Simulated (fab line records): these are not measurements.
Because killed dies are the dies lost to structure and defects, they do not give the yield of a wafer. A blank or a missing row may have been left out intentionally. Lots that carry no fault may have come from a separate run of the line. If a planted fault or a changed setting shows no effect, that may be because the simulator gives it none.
fab line records ; flow sky130 ; part 2 of 2: steps 33 to 45 of 45
[record] lots = 5; wafers = 15; last_day = 49
route steps=708 shown VT_ADJUST_HVTP@90 VT_ADJUST_LVTN@97 VT_ADJUST_NCORE@119 VT_ADJUST_HVTR@131
lots that met no fault: taken from a fault-free run of the same line
start_h: hours from the record's first day to the start of the lot's first wafer shown ; wait_h: hours from the lot's prior step to this one ; " repeats the value in the row above ; L1.1+2: a row that stands for several wafers ; - either no value or no given start ; * or withheld: withheld ; < > ~ a bound
route shown NAME@n: names a module that has steps shown in the file, with the first one's number in the route ; usual: the fault-free wafers' mean and standard deviation ; same: alike in all rows ; chamber/n: place in a boat ; sites: readings site by site ; _std_site: the standard deviation of these ; _edge_site: outer sites' mean less inner sites' ; radius_mm: for every site, how far away it sits from the centre of the wafer ; mask NAME#n: copy n ; behind: tool/chamber where the wafer was last shaped ; hold: why the lot went on hold/how many hours it stayed there/how the hold came to an end ; device: the n, p or np transistor that did not switch ; end of line: tests run on the same wafers once the route is complete ; step lacking rows: just its recipe ; killed: the dies lost at the first sort to structure and to defects; this is not the yield of the wafer ; map: a wafer's dies, marking killed ones x, the rest . and places with no die _
set.NAME: the setting that was run; set.NAME@STEP: the one run at that earlier step ; model.NAME: the simulator's own value behind a step, which no gauge read
lots at selected steps of the route; one table per step, one row per wafer
services: when a tool's chamber went out of use (start_h, in hours from the record's first day, below 0 if earlier), for how many hours, and the reason
[[steps]]
[step SKY_VT_ADJUST_NCORE_SOFTBAKE_03]
[recipe] temp_c = 90; time_s = 60; resist = NOVOLAK
lot.wafer;tool;chamber;start_h;wait_h
L075.1+4+6;litho_track-03;0;178.78;0.1
L079.1+3+6;litho_track-03;0;200.18;0.1
L093.1+5+6;litho_track-04;0;299.02;0.1
L094.1+4+6;litho_track-01;0;303.83;0.1
L096.2+4+6;litho_track-04;0;322.89;0.1
[step SKY_VT_ADJUST_NCORE_EXPOSE_04]
[recipe] mask_id = LVTN_COMPLEMENT_THIN; na = 0.6; source_shape = conventional; sigma_outer = 0.6; polarization = unpolarized; target_cd_nm = 380; dose_mj = 139
lot.wafer;tool;chamber;start_h;wait_h;mask
L075.1+4+6;iline_stepper-02;0;-;-;LVTN_COMPLEMENT_THIN#0
L079.1+3+6;iline_stepper-02;0;-;-;LVTN_COMPLEMENT_THIN#0
L093.1+5+6;iline_stepper-02;0;-;-;LVTN_COMPLEMENT_THIN#0
L094.1+4+6;iline_stepper-01;0;-;-;LVTN_COMPLEMENT_THIN#0
L096.2+4+6;iline_stepper-02;0;-;-;LVTN_COMPLEMENT_THIN#0
[step SKY_VT_ADJUST_NCORE_PEB_05]
[recipe] temp_c = withheld; time_s = *; resist = NOVOLAK
lot.wafer;tool;chamber;start_h;wait_h
L075.1+4+6;litho_track-04;0;-;-
L079.1+3+6;litho_track-01;0;-;-
L093.1+5+6;litho_track-01;0;-;-
L094.1+4+6;litho_track-04;0;-;-
L096.2+4+6;litho_track-04;0;-;-
[step SKY_VT_ADJUST_NCORE_DEVELOP_06]
[recipe] resist = NOVOLAK; developer = TMAH; develop_time_s = 60; dev_temp_c = 23
lot.wafer;tool;chamber;start_h;wait_h
L075.1+4+6;litho_track-04;0;187.92;0.1
L079.1+3+6;litho_track-01;0;209.83;0.1
L093.1+5+6;litho_track-01;0;310.83;0.1
L094.1+4+6;litho_track-04;0;316.12;0.1
L096.2+4+6;litho_track-04;0;335.79;0.1
[step SKY_VT_ADJUST_NCORE_CD_MEAS_07]
[recipe] target_cd_nm = 380
[usual] cd_nm = 379.5/2.5
lot.wafer;tool;chamber;start_h;wait_h;cd_nm
L075.1;cd_sem-02;-;188.07;0.1;380.7
L075.4;cd_sem-02;-;188.07;0.1;379.8
L075.6;cd_sem-02;-;188.07;0.1;382.2
L079.1;cd_sem-01;-;209.98;0.1;380.2
L079.3;cd_sem-01;-;209.98;0.1;381.6
L079.6;cd_sem-01;-;209.98;0.1;381.3
L093.1;cd_sem-02;-;310.98;0.1;382.1
L093.5;cd_sem-02;-;310.98;0.1;379.5
L093.6;cd_sem-02;-;310.98;0.1;379.2
L094.1;cd_sem-02;-;316.27;0.1;377.8
L094.4;cd_sem-02;-;316.27;0.1;377.2
L094.6;cd_sem-02;-;316.27;0.1;376.8
L096.2;cd_sem-01;-;335.94;0.1;380.9
L096.4;cd_sem-01;-;335.94;0.1;378.6
L096.6;cd_sem-01;-;335.94;0.1;381.5
[step SKY_VT_ADJUST_NCORE_OVL_MEAS_08]
[usual] VT_ADJUST_NCORE_OVL = -1.4/1.5
lot.wafer;tool;chamber;start_h;wait_h;VT_ADJUST_NCORE_OVL[nm]
L075.1;overlay-01;-;188.19;0.1;-2.3
L075.4;overlay-01;-;188.19;0.1;-2.6
L075.6;overlay-01;-;188.19;0.1;-2.6
L079.1;overlay-02;-;210.10;0.1;-4.1
L079.3;overlay-02;-;210.10;0.1;-1.3
L079.6;overlay-02;-;210.10;0.1;-3.0
L093.1;overlay-01;-;311.10;0.1;0.9
L093.5;overlay-01;-;311.10;0.1;0.5
L093.6;overlay-01;-;311.10;0.1;0.0
L094.1;overlay-01;-;316.39;0.1;0.3
L094.4;overlay-01;-;316.39;0.1;0.6
L094.6;overlay-01;-;316.39;0.1;-1.5
L096.2;overlay-02;-;336.04;0.1;-2.5
L096.4;overlay-02;-;336.04;0.1;-2.2
L096.6;overlay-02;-;336.04;0.1;-2.5
[step SKY_VT_ADJUST_NCORE_IMPLANT_09]
[recipe] species = B; energy_kev = 10; dose_cm2 = 2.4e+12; tilt_deg = withheld
[usual] beam_on_s = 10.00/0.18; dose_ions_cm2 = 2.4006e+12/2.6e+09
lot.wafer;tool;chamber;start_h;wait_h;beam_on_s;dose_ions_cm2
L075.1;implanter-02;0;188.22;0.0;10.18;2.402e+12
L075.4;implanter-02;0;188.22;0.0;9.95;2.3978e+12
L075.6;implanter-02;0;188.22;0.0;9.96;2.3987e+12
L079.1;implanter-01;0;210.14;0.0;9.56;2.4007e+12
L079.3;implanter-01;0;210.14;0.0;10.01;2.4046e+12
L079.6;implanter-01;0;210.14;0.0;10.03;2.4014e+12
L093.1;implanter-04;0;311.14;0.0;9.83;2.3984e+12
L093.5;implanter-04;0;311.14;0.0;9.75;2.3976e+12
L093.6;implanter-04;0;311.14;0.0;9.75;2.4006e+12
L094.1;implanter-04;0;316.42;0.0;9.79;2.3999e+12
L094.4;implanter-04;0;316.42;0.0;10.04;2.3992e+12
L094.6;implanter-04;0;316.42;0.0;9.80;2.3981e+12
L096.2;implanter-02;0;336.10;0.0;9.93;2.397e+12
L096.4;implanter-02;0;336.10;0.0;9.90;2.3993e+12
L096.6;implanter-02;0;336.10;0.0;10.00;2.4038e+12
[step SKY_VT_ADJUST_NCORE_STRIP_10]
[recipe] chemistry = O2/N2; power_w = 1400; pressure_mtorr = 1500; platen_temp_c = withheld; o2_flow_sccm = 3000; n2_flow_sccm = 300; overash_fraction = 0.5
[usual] drypump_motor_current_A = 5.68/0.18; oes_product_au = 0.715/0.0044; strip_time_to_endpoint_s = 14.18/0.038
lot.wafer;tool;chamber;start_h;wait_h;drypump_motor_current_A;oes_product_au;rf_hours_counter_h;strip_time_to_endpoint_s
L075.1;plasma_asher-02;1;188.37;0.1;5.62;0.721;7;14.23
L075.4;plasma_asher-02;0;188.37;0.1;5.67;0.716;-;14.22
L075.6;plasma_asher-02;1;188.37;0.1;5.63;0.714;-;14.25
L079.1;plasma_asher-02;0;210.29;0.1;5.66;0.718;9;14.15
L079.3;plasma_asher-02;1;210.29;0.1;5.65;0.713;-;14.19
L079.6;plasma_asher-02;1;210.29;0.1;5.66;0.716;-;14.18
L093.1;plasma_asher-03;1;311.29;0.1;5.88;0.708;63;14.14
L093.5;plasma_asher-03;1;311.29;0.1;5.88;0.714;-;14.21
L093.6;plasma_asher-03;0;311.29;0.1;5.52;0.712;-;14.21
L094.1;plasma_asher-01;1;316.57;0.1;5.47;0.715;61;14.13
L094.4;plasma_asher-01;0;316.57;0.1;5.95;0.714;-;14.15
L094.6;plasma_asher-01;0;316.57;0.1;5.94;0.712;-;14.13
L096.2;plasma_asher-01;0;336.22;0.1;5.94;0.712;63;14.24
L096.4;plasma_asher-01;0;336.22;0.1;5.96;0.718;-;14.24
L096.6;plasma_asher-01;1;336.22;0.1;5.45;0.722;-;14.24
[step SKY_VT_ADJUST_NCORE_TW_MEAS_11]
[usual] VT_ADJUST_NCORE_TW = 219.2/2
lot.wafer;tool;chamber;start_h;wait_h;VT_ADJUST_NCORE_TW
L075.1;film_metro-04;-;188.47;0.1;220.0
L075.4;film_metro-04;-;188.47;0.1;221.2
L075.6;film_metro-04;-;188.47;0.1;220.5
L079.1;film_metro-03;-;210.39;0.1;219.1
L079.3;film_metro-03;-;210.39;0.1;218.8
L079.6;film_metro-03;-;210.39;0.1;220.1
L093.1;film_metro-02;-;311.39;0.1;216.2
L093.5;film_metro-02;-;311.39;0.1;215.2
L093.6;film_metro-02;-;311.39;0.1;215.2
L094.1;film_metro-03;-;316.67;0.1;221.5
L094.4;film_metro-03;-;316.67;0.1;221.7
L094.6;film_metro-03;-;316.67;0.1;221.0
L096.2;film_metro-04;-;336.33;0.1;221.8
L096.4;film_metro-04;-;336.33;0.1;221.6
L096.6;film_metro-04;-;336.33;0.1;221.1
[step SKY_VT_ADJUST_HVTR_DEHYDRATE_00]
[recipe] temp_c = 200; time_s = 60
lot.wafer;tool;chamber;start_h;wait_h
L075.1+4+6;litho_track-04;0;198.12;9.6
L079.1+3+6;litho_track-02;0;221.79;11.4
L093.1+5+6;litho_track-04;0;323.97;12.6
L094.1+4+6;litho_track-01;0;329.48;12.8
L096.2+4+6;litho_track-01;0;349.70;13.4
[step SKY_VT_ADJUST_HVTR_HMDS_01]
[recipe] prime_time_s = 60; prime_temp_c = 120
lot.wafer;tool;chamber;start_h;wait_h
L075.1+4+6;litho_track-04;0;198.27;0.1
L079.1+3+6;litho_track-02;0;221.94;0.1
L093.1+5+6;litho_track-04;0;324.12;0.1
L094.1+4+6;litho_track-01;0;329.63;0.1
L096.2+4+6;litho_track-01;0;349.85;0.1
[step SKY_VT_ADJUST_HVTR_COAT_02]
[recipe] resist = NOVOLAK; spin_rpm = 3000; resist_thk_nm = 1140
lot.wafer;tool;chamber;start_h;wait_h
L075.1+4+6;litho_track-04;0;198.42;0.1
L079.1+3+6;litho_track-02;0;222.09;0.1
L093.1+5+6;litho_track-04;0;324.27;0.1
L094.1+4+6;litho_track-01;0;329.78;0.1
L096.2+4+6;litho_track-01;0;350.00;0.1
[step SKY_VT_ADJUST_HVTR_SOFTBAKE_03]
[recipe] temp_c = 90; time_s = 60; resist = NOVOLAK
lot.wafer;tool;chamber;start_h;wait_h
L075.1+4+6;litho_track-04;0;198.57;0.1
L079.1+3+6;litho_track-02;0;222.24;0.1
L093.1+5+6;litho_track-04;0;324.42;0.1
L094.1+4+6;litho_track-01;0;329.93;0.1
L096.2+4+6;litho_track-01;0;350.15;0.1
[[services]]
tool;chamber;start_h;hours;kind
plasma_asher-02;-;108.75;9.0;pm
implanter-03;-;154.64;4.2;repair
implanter-04;-;160.16;2.0;repair
iline_stepper-01;-;169.74;4.4;pm
implanter-04;-;185.53;2.8;pm
implanter-01;-;190.04;9.4;repair
implanter-04;-;222.41;1.9;repair
iline_stepper-02;-;246.32;4.4;pm
implanter-03;-;248.41;5.0;pm
implanter-04;-;250.68;0.5;repair
iline_stepper-01;-;260.90;2.1;pm
iline_stepper-02;-;263.91;1.7;pm
plasma_asher-01;-;268.44;2.8;pm
iline_stepper-01;-;271.15;1.7;pm
implanter-01;-;278.97;2.2;repair
implanter-04;-;280.62;6.1;repair
plasma_asher-01;-;298.93;6.8;repair
implanter-04;-;302.75;0.8;repair
implanter-02;-;306.02;2.3;pm
plasma_asher-03;-;313.40;1.9;repair
implanter-04;-;326.58;2.3;repair
iline_stepper-01;-;330.54;1.8;repair
implanter-02;-;336.41;11.8;pm
iline_stepper-02;-;336.42;2.1;pm
